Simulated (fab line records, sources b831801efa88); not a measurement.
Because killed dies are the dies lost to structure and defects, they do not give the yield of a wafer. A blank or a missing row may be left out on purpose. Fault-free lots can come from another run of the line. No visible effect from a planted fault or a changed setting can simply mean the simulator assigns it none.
fab line records    flow sky130
record: lots: 14  wafers: 42  lastDay: 50
route steps=708 shown PWDE@52 NWELL@82 VT_ADJUST_HVTP@91
lots that met no fault: taken from a fault-free run of the same line
startH: hours from the record's first day to the start of the lot's first wafer shown    waitH: how many hours have passed since the lot's step before this one    " unchanged from the row above    L1.1+2: one row covering several wafers at once    - no value, or no start was given    * or withheld: withheld    < > ~ a bound
route shown NAME@n: NAME is a module with steps in the file, n the number in the route of the first one    usual: the fault-free wafers' mean and standard deviation    same: alike in all rows    chamber/n: place in a boat    sites: per-site readings    _std_site: the standard deviation of these    _edge_site: outer sites' mean less inner sites'    radiusMm: how far each site lies from the wafer's centre    mask NAME#n: copy n    behind: the last tool/chamber to shape the wafer    hold: cause of the lot's hold/its duration in hours/its outcome    device: the n, p or np transistor that did not switch    end of line: the tests these same wafers got at the end of their route    a step without rows: its recipe alone    killed: count of dies lost to structure and defects at first sort (not the wafer's yield)    map: a wafer's dies, x killed, . not, _ none there
set.NAME: the setting that was run; set.NAME@STEP: the one run at that earlier step    model.NAME: the simulator's own value behind a step, which no gauge read
a sample of lots followed through the steps of the route, with each step as a table and each wafer as a row
services: when a tool's chamber went out of use (startH, in hours from the record's first day, below 0 if earlier), for how many hours, and the reason
== steps ==
step: SKY_PWDE_OVL_MEAS_07
usual: PWDE_OVL: -0.4/1.7
lot.wafer  tool        chamber  startH  waitH  PWDE_OVL[nm]
L111.2     overlay-01  -        94.35   -      0.4
L111.3     "           -        "       "      -1.7
L111.4     "           -        "       "      -2.2
L116.1     overlay-02  -        121.65  -      -0.2
L116.4     "           -        "       "      3.3
L116.6     "           -        "       "      1.6
L118.2     overlay-01  -        128.95  -      -0.9
L118.4     "           -        "       "      -1.3
L118.5     "           -        "       "      -2.0
L117.2     overlay-01  -        129.20  -      0.8
L117.4     "           -        "       "      2.4
L117.5     "           -        "       "      1.1
L119.1     overlay-01  -        141.19  -      -1.8
L119.2     "           -        "       "      -0.1
L119.6     "           -        "       "      1.8
L120.1     overlay-02  -        141.45  -      1.2
L120.2     "           -        "       "      1.0
L120.5     "           -        "       "      1.1
L122.3     overlay-02  -        150.96  -      -0.8
L122.5     "           -        "       "      -0.7
L122.6     "           -        "       "      1.2
L123.1     overlay-01  -        163.84  -      -1.6
L123.2     "           -        "       "      -0.5
L123.6     "           -        "       "      0.0
L124.1     overlay-02  -        165.59  -      -0.5
L124.4     "           -        "       "      -1.2
L124.5     "           -        "       "      -1.9
L125.1     overlay-01  -        172.95  -      -2.3
L125.5     "           -        "       "      -1.8
L125.6     "           -        "       "      -2.8
L127.1     overlay-01  -        180.09  -      -1.9
L127.2     "           -        "       "      -1.8
L127.6     "           -        "       "      -2.0
L128.1     overlay-02  -        187.34  -      -1.2
L128.3     "           -        "       "      -0.2
L128.6     "           -        "       "      0.1
L129.1     overlay-01  -        193.50  -      -2.6
L129.2     "           -        "       "      -3.3
L129.5     "           -        "       "      -3.5
L130.3     overlay-01  -        198.06  -      -0.7
L130.5     "           -        "       "      -0.7
L130.6     "           -        "       "      -2.8
step: SKY_NWELL_RS_MEAS_29
recipe: thkMeasGauge: four-point-probe
usual: NWELL_RS: 624.2/1.9
lot.wafer  tool          chamber  startH  waitH  NWELL_RS[ohm/sq]
L111.2     filmMetro-04  -        131.07  0.1    623.4
L111.3     "             -        "       "      619.6
L111.4     "             -        "       "      624.0
L116.1     filmMetro-04  -        160.15  0.1    624.6
L116.4     "             -        "       "      621.0
L116.6     "             -        "       "      623.8
L118.2     filmMetro-03  -        168.46  0.1    623.4
L118.4     "             -        "       "      624.2
L118.5     "             -        "       "      625.0
L117.2     filmMetro-03  -        169.11  0.2    626.1
L117.4     "             -        "       "      626.5
L117.5     "             -        "       "      626.5
L119.1     filmMetro-04  -        180.94  0.1    627.5
L119.2     "             -        "       "      628.3
L119.6     "             -        "       "      628.7
L120.1     filmMetro-03  -        182.79  0.2    623.8
L120.2     "             -        "       "      624.7
L120.5     "             -        "       "      624.1
L122.3     filmMetro-02  -        192.49  0.1    623.0
L122.5     "             -        "       "      624.3
L122.6     "             -        "       "      622.3
L123.1     filmMetro-04  -        206.36  0.1    623.9
L123.2     "             -        "       "      625.1
L123.6     "             -        "       "      626.3
L124.1     filmMetro-03  -        208.10  0.1    624.0
L124.4     "             -        "       "      624.6
L124.5     "             -        "       "      625.3
L125.1     filmMetro-03  -        214.70  0.1    623.2
L125.5     "             -        "       "      625.0
L125.6     "             -        "       "      624.8
L127.1     filmMetro-04  -        223.64  0.1    623.1
L127.2     "             -        "       "      622.5
L127.6     "             -        "       "      623.6
L128.1     filmMetro-02  -        231.19  0.1    622.3
L128.3     "             -        "       "      620.7
L128.6     "             -        "       "      622.0
L129.1     filmMetro-02  -        237.54  0.1    620.2
L129.2     "             -        "       "      620.5
L129.5     "             -        "       "      622.0
L130.3     filmMetro-03  -        242.83  0.1    625.4
L130.5     "             -        "       "      624.9
L130.6     "             -        "       "      625.7
step: SKY_VT_ADJUST_HVTP_DEVELOP_06
recipe: resist: NOVOLAK  developer: TMAH  developTimeS: 60  devTempC: 23
usual: chillPlateTempC: 22.99/0.11  developTimeS: 60/0  developerTempC: 23.00/0.1
lot.wafer  tool           chamber  startH  waitH  chillPlateTempC  developTimeS  developerTempC
L111.2     lithoTrack-02  0        150.48  0.1    22.88            60            23.07
L111.3     "              0        "       "      22.99            60            23.27
L111.4     "              0        "       "      23.00            60            23.07
L116.1     lithoTrack-01  -        179.94  0.1    -                -             -
L116.4     "              -        "       "      -                -             -
L116.6     "              -        "       "      -                -             -
L118.2     lithoTrack-01  -        188.22  0.1    -                -             -
L118.4     "              -        "       "      -                -             -
L118.5     "              -        "       "      -                -             -
L117.2     lithoTrack-02  0        189.38  0.1    23.26            60            23.01
L117.4     "              0        "       "      23.29            60            23.06
L117.5     "              0        "       "      23.08            60            23.09
L119.1     lithoTrack-01  0        202.14  0.1    22.89            60            23.08
L119.2     "              0        "       "      22.90            60            22.94
L119.6     "              0        "       "      22.92            60            23.12
L120.1     lithoTrack-01  0        203.44  0.1    23.10            60            23.07
L120.2     "              0        "       "      22.97            60            22.97
L120.5     "              0        "       "      22.94            60            23.10
L122.3     lithoTrack-02  0        212.30  0.1    23.04            60            23.09
L122.5     "              0        "       "      22.93            60            23.05
L122.6     "              0        "       "      23.03            60            22.95
L123.1     lithoTrack-02  0        227.70  0.1    23.07            60            22.95
L123.2     "              0        "       "      23.06            60            22.96
L123.6     "              0        "       "      23.01            60            22.97
L124.1     lithoTrack-03  0        230.44  0.1    22.95            60            23.12
L124.4     "              0        "       "      23.05            60            23.13
L124.5     "              0        "       "      22.95            60            23.09
L125.1     lithoTrack-03  0        238.09  0.1    22.90            60            22.98
L125.5     "              0        "       "      22.97            60            22.95
L125.6     "              0        "       "      23.03            60            22.94
L127.1     lithoTrack-03  0        246.89  0.1    22.90            60            23.00
L127.2     "              0        "       "      22.94            60            22.92
L127.6     "              0        "       "      22.77            60            23.13
L128.1     lithoTrack-01  0        254.14  0.1    22.96            60            22.94
L128.3     "              0        "       "      23.05            60            22.88
L128.6     "              0        "       "      22.97            60            22.98
L129.1     lithoTrack-03  0        260.74  0.1    22.86            60            23.15
L129.2     "              0        "       "      22.97            60            23.15
L129.5     "              0        "       "      22.99            60            23.07
L130.3     lithoTrack-01  0        267.39  0.1    22.80            60            23.13
L130.5     "              0        "       "      22.86            60            23.04
L130.6     "              0        "       "      22.97            60            23.01
step: SKY_VT_ADJUST_HVTP_STRIP_10
recipe: chemistry: O2/N2  powerW: 1400  pressureMtorr: 1500  platenTempC: withheld  o2FlowSccm: 3000  n2FlowSccm: 300  overashFraction: 0.5
usual: drypumpMotorCurrentA: 6.1/0.53  oesProductAu: 0.716/0.0044  stripTimeToEndpointS: 14.18/0.034
same: overashFraction: 0.5
lot.wafer  tool            chamber  startH  waitH  drypumpMotorCurrentA  oesProductAu  rfHoursCounterH  stripTimeToEndpointS
L111.2     plasmaAsher-03  0        150.91  0.1    5.8                   0.717         3                14.17
L111.3     "               1        "       "      5.3                   0.720         -                14.22
L111.4     "               0        "       "      5.8                   0.711         -                14.20
L116.1     plasmaAsher-04  0        180.40  0.1    5.7                   0.716         39               14.20
L116.4     "               1        "       "      6.6                   0.714         -                14.21
L116.6     "               0        "       "      5.7                   0.710         -                14.21
L118.2     plasmaAsher-04  1        188.65  0.1    6.6                   0.714         40               14.14
L118.4     "               0        "       "      5.7                   0.714         -                14.12
L118.5     "               0        "       "      5.7                   0.710         -                14.11
L117.2     plasmaAsher-02  0        189.81  0.1    6.0                   0.715         44               14.19
L117.4     "               0        "       "      6.0                   0.722         -                14.21
L117.5     "               1        "       "      6.8                   0.712         -                14.17
L119.1     plasmaAsher-02  1        202.60  0.1    6.8                   0.709         45               14.22
L119.2     "               0        "       "      6.0                   0.718         45               14.20
L119.6     "               0        "       "      6.1                   0.719         -                14.21
L120.1     plasmaAsher-02  0        203.90  0.1    6.1                   0.713         45               14.16
L120.2     "               1        "       "      6.8                   0.714         45               14.14
L120.5     "               0        "       "      6.1                   0.714         -                14.18
L122.3     plasmaAsher-03  0        212.74  0.1    5.8                   0.713         -                14.22
L122.5     "               1        "       "      5.3                   0.717         -                14.22
L122.6     "               0        "       "      5.8                   0.715         -                14.24
L123.1     plasmaAsher-03  1        228.17  0.1    5.3                   0.716         11               14.14
L123.2     "               0        "       "      5.8                   0.723         11               14.15
L123.6     "               1        "       "      5.3                   0.712         -                14.15
L124.1     plasmaAsher-03  1        230.90  0.1    5.3                   0.713         11               14.14
L124.4     "               0        "       "      5.8                   0.726         -                14.17
L124.5     "               0        "       "      5.8                   0.718         -                14.21
L125.1     plasmaAsher-03  0        238.55  0.1    5.8                   0.720         13               14.21
L125.5     "               0        "       "      5.8                   0.715         -                14.17
L125.6     "               1        "       "      5.3                   0.724         -                14.17
L127.1     plasmaAsher-02  1        247.35  0.1    6.8                   0.713         50               14.20
L127.2     "               0        "       "      6.1                   0.719         50               14.19
L127.6     "               1        "       "      6.8                   0.716         -                14.19
L128.1     plasmaAsher-03  0        254.60  0.1    5.8                   0.717         14               14.15
L128.3     "               0        "       "      5.8                   0.718         -                14.17
L128.6     "               1        "       "      5.3                   0.711         -                14.19
L129.1     plasmaAsher-02  0        261.20  0.1    6.1                   0.722         51               14.19
L129.2     "               1        "       "      6.8                   0.721         51               14.17
L129.5     "               1        "       "      6.8                   0.705         -                14.18
L130.3     plasmaAsher-02  0        267.83  0.1    6.1                   0.707         -                14.22
L130.5     "               0        "       "      6.1                   0.716         -                14.25
L130.6     "               1        "       "      6.8                   0.719         -                14.19
== services ==
tool            chamber  startH  hours  kind
plasmaAsher-04  -        159.66  7.4    repair
plasmaAsher-04  -        217.21  5.9    repair
plasmaAsher-02  -        257.77  0.9    repair
== key ==
firstSign: step: SKY_VT_ADJUST_HVTP_DEVELOP_06  reading: toolRecord  direction: missing
effect none on later readings
metAt SKY_VT_ADJUST_HVTP_DEVELOP_06
struckLots L116,L118
sortLeftOut L116.1,L116.4,L116.6,L118.2,L118.4,L118.5
testerLeftOut L116,L118
notActingAt SKY_PWDE_OVL_MEAS_07,SKY_NWELL_RS_MEAS_29,SKY_VT_ADJUST_HVTP_STRIP_10
fault: kind: skippedStepWhole  tool: lithoTrack-01  chamber: -  onsetH: 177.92  steps: SKY_VT_ADJUST_HVTP_DEVELOP_06  scope: struckLotsOnly
testerLeftOut: of these lots the tester's yield and bins aren't shown, on N5 and GAA mostly nor the transistor test; their killed dies are dies lost to structure and defects alone, not to doping, threshold or leakage, so they don't give the yield
sortLeftOut: the simulated sort isn't trusted on such a fault, so these wafers' sort isn't shown, and their yield isn't known
